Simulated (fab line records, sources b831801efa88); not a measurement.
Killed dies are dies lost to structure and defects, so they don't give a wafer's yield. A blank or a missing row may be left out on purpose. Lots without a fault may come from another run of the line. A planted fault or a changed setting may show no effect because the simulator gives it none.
Chamber matching | flow gf180mcu | GF_M5_ETCH_09 on rie_diel-04: 4 sister chambers
The step etches Si3N4 in CF4/O2, target depth 52 nm, time 11.6 s. 4 wafers are shown with their chamber, then 7 later ones without.

WAFERS WITH THEIR CHAMBER
wafer  | chamber | drypump_motor_current_A (A)
L086.5 | 2       | 6.0
L087.3 | 0       | 5.5
L089.1 | 1       | 5.2
L089.3 | 3       | 5.8

WAFERS WITHOUT THEIR CHAMBER
wafer  | drypump_motor_current_A (A)
L089.5 | 5.2
L093.2 | 5.2
L093.4 | 6.0
L093.5 | 5.1
L097.1 | 5.5
L097.2 | 6.0
L097.4 | 5.2

WHICH CHAMBER EACH WENT THROUGH
wafer  | from the rows above | in truth
L089.5 | 1                   | 1
L093.2 | 1                   | 1
L093.4 | 2                   | 2
L093.5 | 1                   | 1
L097.1 | 0                   | 0
L097.2 | 2                   | 2
L097.4 | 1                   | 1
Placed correctly: 7 of 7. Can't be placed from these rows: 0. Placed wrongly: 0.
How it was worked out, from the rows above alone: a wafer's distance from a chamber is the root of the sum, over the readings, of the square of ((its reading less the chamber's mean) divided by the reading's scatter). The wafer belongs to the nearest chamber; if the next one is less than 2 further off, it can't be placed. A chamber's mean is the mean of its shown wafers. The scatter: with one shown wafer a chamber, the root of the mean of the squares of how far each hidden wafer lies from its nearest shown one.
